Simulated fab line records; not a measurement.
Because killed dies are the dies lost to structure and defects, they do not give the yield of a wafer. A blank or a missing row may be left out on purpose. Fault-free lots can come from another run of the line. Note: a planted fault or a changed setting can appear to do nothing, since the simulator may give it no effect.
fab line records + flow gf180mcu
[record]
- lots = 14
- wafers = 42
- last-day = 34
route steps=602 shown M1@319 V1@336 M2@366 V3@440
lots untouched by any fault: they come from a run of this same line in which no faults occurred
start-h: the number of hours between the record's first day and the start of the first shown wafer of the lot + wait-h: how many hours have passed since the lot's step before this one + " as in the row above + L1.1+2: a single row standing in for several wafers + - no value, or no start given + * or withheld: withheld + < > ~ a bound
route shown NAME@n: a module of which the file shows steps, and the number in the route of the first + usual: mean and standard deviation over wafers with no fault + same: alike in all rows + chamber/n: place in a boat + sites: the reading at each site + _std_site: standard deviation across them + _edge_site: inner sites' mean taken away from outer sites' mean + radius-mm: for every site, how far away it sits from the centre of the wafer + mask NAME#n: copy n + behind: tool/chamber where the wafer was last shaped + hold: why the lot went on hold/how many hours it stayed there/how the hold came to an end + device: transistor that didn't switch, given as n, p or np + end of line: tests of these same wafers at the route's end + a step with no rows: only its recipe + killed: dies that structure and defects cost at the first sort, which is not the same as the wafer's yield + map: the dies of a wafer, with x for killed, . for not killed, _ for no die there
set.NAME: the setting as run; set.NAME@STEP: as run at that earlier step + model.NAME: the simulator's own value behind a step, which no gauge read
one table for each step of the route and one row for each wafer, over a sample of lots
services: a tool's chamber out of use, with start hour (start-h, from the record's first day; less than 0 if before it), hours out, and reason
[[steps]]
[step GF_M1_SPUTTER_04]
[recipe]
- material = TiN
- target-thk-nm = 50
- power-w = 6500
- time-s = 41.7
- chamber-pressure-pa = 0.4
[usual]
- throttle-valve-pct = 29.5/1.1
| lot.wafer | tool           | chamber | start-h | wait-h | throttle-valve-pct |
|-----------|----------------|---------|---------|--------|--------------------|
| L128.2    | pvd-sputter-04 | -       | 360.69  | 0.0    | 30.2               |
| L128.3    | "              | -       | "       | "      | 29.5               |
| L128.5    | "              | -       | "       | "      | 29.9               |
| L130.1    | pvd-sputter-02 | -       | 384.49  | 0.0    | 29.8               |
| L130.3    | "              | -       | "       | "      | 28.7               |
| L130.4    | "              | -       | "       | "      | 28.8               |
| L132.1    | pvd-sputter-03 | -       | 401.24  | 0.0    | 27.8               |
| L132.3    | "              | -       | "       | "      | 31.6               |
| L132.5    | "              | -       | "       | "      | 30.3               |
| L133.1    | pvd-sputter-02 | -       | 408.14  | 0.0    | 28.6               |
| L133.4    | "              | -       | "       | "      | 28.6               |
| L133.6    | "              | -       | "       | "      | 28.8               |
| L134.1    | pvd-sputter-04 | -       | 415.99  | 0.0    | 30.1               |
| L134.2    | "              | -       | "       | "      | 29.8               |
| L134.3    | "              | -       | "       | "      | 29.7               |
| L135.1    | pvd-sputter-03 | -       | 440.85  | 0.0    | 29.4               |
| L135.3    | "              | -       | "       | "      | 30.0               |
| L135.4    | "              | -       | "       | "      | 31.7               |
| L139.2    | pvd-sputter-04 | -       | 476.28  | 0.0    | 29.7               |
| L139.3    | "              | -       | "       | "      | 29.5               |
| L139.6    | "              | -       | "       | "      | 29.5               |
| L141.3    | pvd-sputter-03 | -       | 486.30  | 0.0    | 31.6               |
| L141.5    | "              | -       | "       | "      | 27.8               |
| L141.6    | "              | -       | "       | "      | 31.7               |
| L144.1    | pvd-sputter-04 | -       | 505.94  | 0.0    | 29.6               |
| L144.2    | "              | -       | "       | "      | 29.5               |
| L144.3    | "              | -       | "       | "      | 30.1               |
| L145.2    | pvd-sputter-03 | -       | 514.76  | 0.0    | 31.5               |
| L145.3    | "              | -       | "       | "      | 29.2               |
| L145.5    | "              | -       | "       | "      | 29.6               |
| L147.2    | pvd-sputter-03 | -       | 527.74  | 0.0    | 29.8               |
| L147.3    | "              | -       | "       | "      | 29.7               |
| L147.4    | "              | -       | "       | "      | 27.7               |
| L148.2    | pvd-sputter-03 | -       | 539.68  | 0.0    | 30.0               |
| L148.3    | "              | -       | "       | "      | 27.4               |
| L148.6    | "              | -       | "       | "      | 29.5               |
| L150.2    | pvd-sputter-02 | -       | 551.59  | 0.0    | 30.3               |
| L150.3    | "              | -       | "       | "      | 28.8               |
| L150.4    | "              | -       | "       | "      | 29.8               |
| L151.1    | pvd-sputter-03 | -       | 561.39  | 0.0    | 29.5               |
| L151.3    | "              | -       | "       | "      | 28.0               |
| L151.4    | "              | -       | "       | "      | 29.7               |
[step GF_V1_THK_MEAS_01]
[recipe]
- reads = SiO2_of_V1_CVD_00
[usual]
- V1_CVD_00_THK = 601/5.8
| lot.wafer | tool          | chamber | start-h | wait-h | V1_CVD_00_THK[nm] |
|-----------|---------------|---------|---------|--------|-------------------|
| L128.2    | film-metro-01 | -       | 384.24  | 0.0    | 605               |
| L128.3    | "             | -       | "       | "      | 609               |
| L128.5    | "             | -       | "       | "      | 604               |
| L130.1    | film-metro-04 | -       | 408.96  | 0.0    | 601               |
| L130.3    | "             | -       | "       | "      | 596               |
| L130.4    | "             | -       | "       | "      | 608               |
| L132.1    | film-metro-02 | -       | 425.45  | 0.0    | 599               |
| L132.3    | "             | -       | "       | "      | 597               |
| L132.5    | "             | -       | "       | "      | 589               |
| L133.1    | film-metro-01 | -       | 432.55  | 0.0    | 598               |
| L133.4    | "             | -       | "       | "      | 598               |
| L133.6    | "             | -       | "       | "      | 598               |
| L134.1    | film-metro-04 | -       | 441.21  | 0.1    | 601               |
| L134.2    | "             | -       | "       | "      | 599               |
| L134.3    | "             | -       | "       | "      | 597               |
| L135.1    | film-metro-02 | -       | 466.30  | 0.0    | 607               |
| L135.3    | "             | -       | "       | "      | 597               |
| L135.4    | "             | -       | "       | "      | 608               |
| L139.2    | film-metro-02 | -       | 501.18  | 0.0    | 604               |
| L139.3    | "             | -       | "       | "      | 594               |
| L139.6    | "             | -       | "       | "      | 598               |
| L141.3    | film-metro-01 | -       | 511.38  | 0.1    | 607               |
| L141.5    | "             | -       | "       | "      | 603               |
| L141.6    | "             | -       | "       | "      | 605               |
| L144.1    | film-metro-01 | -       | 529.49  | 0.0    | 595               |
| L144.2    | "             | -       | "       | "      | 614               |
| L144.3    | "             | -       | "       | "      | 599               |
| L145.2    | film-metro-04 | -       | 537.88  | 0.0    | 611               |
| L145.3    | "             | -       | "       | "      | 604               |
| L145.5    | "             | -       | "       | "      | 603               |
| L147.2    | film-metro-04 | -       | 551.47  | 0.0    | 600               |
| L147.3    | "             | -       | "       | "      | 602               |
| L147.4    | "             | -       | "       | "      | 602               |
| L148.2    | film-metro-01 | -       | 563.27  | 0.0    | 599               |
| L148.3    | "             | -       | "       | "      | 592               |
| L148.6    | "             | -       | "       | "      | 592               |
| L150.2    | film-metro-04 | -       | 574.42  | 0.0    | 597               |
| L150.3    | "             | -       | "       | "      | 605               |
| L150.4    | "             | -       | "       | "      | 601               |
| L151.1    | film-metro-04 | -       | 583.65  | 0.0    | 603               |
| L151.3    | "             | -       | "       | "      | 595               |
| L151.4    | "             | -       | "       | "      | 601               |
[step GF_M2_SPUTTER_04]
[recipe]
- material = TiN
- target-thk-nm = 50
- power-w = 6500
- time-s = 41.7
- chamber-pressure-pa = 0.4
[usual]
- throttle-valve-pct = 29.7/1.1
| lot.wafer | tool           | chamber | start-h | wait-h | throttle-valve-pct |
|-----------|----------------|---------|---------|--------|--------------------|
| L128.2    | pvd-sputter-04 | -       | 410.36  | 0.0    | 29.1               |
| L128.3    | "              | -       | "       | "      | 29.5               |
| L128.5    | "              | -       | "       | "      | 29.3               |
| L130.1    | pvd-sputter-03 | -       | 435.25  | 0.0    | 29.4               |
| L130.3    | "              | -       | "       | "      | 29.9               |
| L130.4    | "              | -       | "       | "      | 27.4               |
| L132.1    | pvd-sputter-03 | -       | 452.59  | 0.0    | 29.8               |
| L132.3    | "              | -       | "       | "      | 29.7               |
| L132.5    | "              | -       | "       | "      | 29.7               |
| L133.1    | pvd-sputter-01 | -       | 459.09  | 0.0    | 31.1               |
| L133.4    | "              | -       | "       | "      | 29.0               |
| L133.6    | "              | -       | "       | "      | 29.3               |
| L134.1    | pvd-sputter-01 | -       | 467.74  | 0.0    | 29.9               |
| L134.2    | "              | -       | "       | "      | 29.1               |
| L134.3    | "              | -       | "       | "      | 29.4               |
| L135.1    | pvd-sputter-04 | -       | 492.79  | 0.0    | 29.5               |
| L135.3    | "              | -       | "       | "      | 30.0               |
| L135.4    | "              | -       | "       | "      | 29.5               |
| L139.2    | pvd-sputter-01 | -       | 526.45  | 0.0    | 29.6               |
| L139.3    | "              | -       | "       | "      | 31.4               |
| L139.6    | "              | -       | "       | "      | 29.1               |
| L141.3    | pvd-sputter-04 | -       | 536.24  | 0.0    | 29.3               |
| L141.5    | "              | -       | "       | "      | 30.0               |
| L141.6    | "              | -       | "       | "      | 29.3               |
| L144.1    | pvd-sputter-03 | -       | 553.87  | 0.0    | 29.6               |
| L144.2    | "              | -       | "       | "      | 31.8               |
| L144.3    | "              | -       | "       | "      | 29.7               |
| L145.2    | pvd-sputter-03 | -       | 562.49  | 0.0    | 29.5               |
| L145.3    | "              | -       | "       | "      | 29.8               |
| L145.5    | "              | -       | "       | "      | 31.9               |
| L147.2    | pvd-sputter-03 | -       | 575.66  | 0.0    | 27.9               |
| L147.3    | "              | -       | "       | "      | 29.3               |
| L147.4    | "              | -       | "       | "      | 30.2               |
| L148.2    | pvd-sputter-01 | -       | 586.81  | 0.0    | 29.5               |
| L148.3    | "              | -       | "       | "      | 31.0               |
| L148.6    | "              | -       | "       | "      | 29.2               |
| L150.2    | pvd-sputter-01 | -       | 598.56  | 0.0    | 29.2               |
| L150.3    | "              | -       | "       | "      | 29.3               |
| L150.4    | "              | -       | "       | "      | 29.9               |
| L151.1    | pvd-sputter-03 | -       | 607.63  | 0.0    | 27.8               |
| L151.3    | "              | -       | "       | "      | 30.0               |
| L151.4    | "              | -       | "       | "      | 29.3               |
[step GF_V3_EXPOSE_11]
[recipe]
- mask-id = Via3
- target-cd-nm = 260
- na = 0.68
- source-shape = conventional
- sigma-outer = 0.6
- dose-mj = 38
[usual]
- exposure-dose-mJ-cm2 = 37.94/0.038
- focus-offset-nm = 0.1/0.51
| lot.wafer | tool           | chamber | start-h | wait-h | mask   | exposure-dose-mJ-cm2 | focus-offset-nm |
|-----------|----------------|---------|---------|--------|--------|----------------------|-----------------|
| L128.2    | krf-scanner-02 | 0       | 500.05  | -      | Via3#0 | 37.98                | 0.2             |
| L128.3    | "              | 0       | "       | "      | Via3#0 | 37.90                | -0.3            |
| L128.5    | "              | 0       | "       | "      | Via3#0 | 37.91                | -0.2            |
| L130.1    | krf-scanner-02 | 0       | 523.41  | -      | Via3#0 | 38.02                | 1.0             |
| L130.3    | "              | 0       | "       | "      | Via3#0 | 37.99                | 0.1             |
| L130.4    | "              | 0       | "       | "      | Via3#0 | 37.99                | 0.2             |
| L132.1    | krf-scanner-02 | 0       | 539.81  | -      | Via3#0 | 37.99                | -0.9            |
| L132.3    | "              | 0       | "       | "      | Via3#0 | 38.01                | -0.5            |
| L132.5    | "              | 0       | "       | "      | Via3#0 | 37.97                | -0.1            |
| L133.1    | krf-scanner-02 | 0       | 544.76  | -      | Via3#0 | 37.95                | 0.0             |
| L133.4    | "              | 0       | "       | "      | Via3#0 | 37.92                | -0.7            |
| L133.6    | "              | 0       | "       | "      | Via3#0 | 37.96                | 0.2             |
| L134.1    | krf-scanner-01 | 0       | 553.69  | -      | Via3#0 | 37.91                | 0.2             |
| L134.2    | "              | 0       | "       | "      | Via3#0 | 37.93                | -0.4            |
| L134.3    | "              | 0       | "       | "      | Via3#0 | 37.89                | 0.2             |
| L135.1    | krf-scanner-02 | 0       | 576.99  | -      | Via3#0 | 37.92                | -0.3            |
| L135.3    | "              | 0       | "       | "      | Via3#0 | 37.93                | 0.0             |
| L135.4    | "              | 0       | "       | "      | Via3#0 | 37.98                | 0.4             |
| L139.2    | krf-scanner-01 | -       | 608.13  | -      | Via3#0 | -                    | -               |
| L139.3    | "              | -       | "       | "      | Via3#0 | -                    | -               |
| L139.6    | "              | -       | "       | "      | Via3#0 | -                    | -               |
| L141.3    | krf-scanner-01 | -       | 616.35  | -      | Via3#0 | -                    | -               |
| L141.5    | "              | -       | "       | "      | Via3#0 | -                    | -               |
| L141.6    | "              | -       | "       | "      | Via3#0 | -                    | -               |
| L144.1    | krf-scanner-02 | 0       | 633.16  | -      | Via3#0 | 37.92                | 0.2             |
| L144.2    | "              | 0       | "       | "      | Via3#0 | 37.90                | 0.5             |
| L144.3    | "              | 0       | "       | "      | Via3#0 | 37.96                | -0.6            |
| L145.2    | krf-scanner-02 | 0       | 640.03  | -      | Via3#0 | 37.98                | 1.3             |
| L145.3    | "              | 0       | "       | "      | Via3#0 | 37.99                | 0.1             |
| L145.5    | "              | 0       | "       | "      | Via3#0 | 37.97                | 0.8             |
| L147.2    | krf-scanner-01 | 0       | 652.90  | -      | Via3#0 | 37.93                | 0.1             |
| L147.3    | "              | 0       | "       | "      | Via3#0 | 37.93                | 0.8             |
| L147.4    | "              | 0       | "       | "      | Via3#0 | 37.94                | 0.4             |
| L148.2    | krf-scanner-02 | 0       | 662.51  | -      | Via3#0 | 37.98                | -0.2            |
| L148.3    | "              | 0       | "       | "      | Via3#0 | 37.91                | 0.3             |
| L148.6    | "              | 0       | "       | "      | Via3#0 | 38.00                | 0.4             |
| L150.2    | krf-scanner-01 | 0       | 673.85  | -      | Via3#0 | 37.93                | 0.3             |
| L150.3    | "              | 0       | "       | "      | Via3#0 | 37.92                | 1.2             |
| L150.4    | "              | 0       | "       | "      | Via3#0 | 37.91                | 0.8             |
| L151.1    | krf-scanner-01 | 0       | 680.51  | -      | Via3#0 | 37.87                | -0.7            |
| L151.3    | "              | 0       | "       | "      | Via3#0 | 37.87                | -0.1            |
| L151.4    | "              | 0       | "       | "      | Via3#0 | 37.84                | -1.0            |
[[services]]
| tool           | chamber | start-h | hours | kind   |
|----------------|---------|---------|-------|--------|
| krf-scanner-01 | -       | 343.90  | 0.8   | pm     |
| krf-scanner-02 | -       | 404.42  | 0.8   | pm     |
| krf-scanner-02 | -       | 410.79  | 0.4   | repair |
| krf-scanner-01 | -       | 413.73  | 1.0   | repair |
| krf-scanner-02 | -       | 419.27  | 4.0   | pm     |
| krf-scanner-01 | -       | 419.86  | 0.6   | repair |
| pvd-sputter-04 | -       | 431.04  | 2.3   | repair |
| pvd-sputter-03 | -       | 441.83  | 1.1   | repair |
| krf-scanner-02 | -       | 443.08  | 0.2   | repair |
| pvd-sputter-03 | -       | 449.55  | 2.8   | repair |
| krf-scanner-01 | -       | 467.38  | 72.0  | pm     |
| krf-scanner-02 | -       | 505.62  | 1.0   | pm     |
| krf-scanner-02 | -       | 509.51  | 0.1   | repair |
| krf-scanner-01 | -       | 539.38  | 1.0   | pm     |
| krf-scanner-02 | -       | 540.38  | 1.3   | pm     |
| krf-scanner-01 | -       | 541.68  | 1.3   | pm     |
| krf-scanner-01 | -       | 542.98  | 0.8   | pm     |
| krf-scanner-02 | -       | 573.22  | 0.8   | pm     |
| pvd-sputter-04 | -       | 580.40  | 10.1  | repair |
| pvd-sputter-03 | -       | 597.72  | 4.0   | repair |
| pvd-sputter-03 | -       | 627.47  | 0.6   | repair |
| krf-scanner-02 | -       | 645.82  | 1.0   | pm     |
| pvd-sputter-04 | -       | 653.52  | 4.0   | repair |
| krf-scanner-02 | -       | 667.74  | 1.3   | pm     |
[[key]]
[first-sign]
- step = GF_V3_EXPOSE_11
- reading = tool-record
- direction = missing
effect none on later readings
met-at GF_V3_EXPOSE_11
struck-lots L139,L141
later-rows-left-out L139.2,L139.3,L139.6,L141.3,L141.5,L141.6
sort-left-out L139.2,L139.3,L139.6,L141.3,L141.5,L141.6
not-acting-at GF_M1_SPUTTER_04,GF_V1_THK_MEAS_01,GF_M2_SPUTTER_04
onset-between 553.69 608.13
[fault]
- kind = skipped-step-whole
- tool = krf-scanner-01
- chamber = -
- onset-h = 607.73
- steps = GF_V3_EXPOSE_11
- scope = struck-lots-only
// sort-left-out: the simulated sort isn't trusted on such a fault, so these wafers' sort isn't shown, and their yield isn't known
// later-rows-left-out: the simulator's readings of these wafers behind a module that went badly wrong aren't trusted and aren't shown, but for the sort
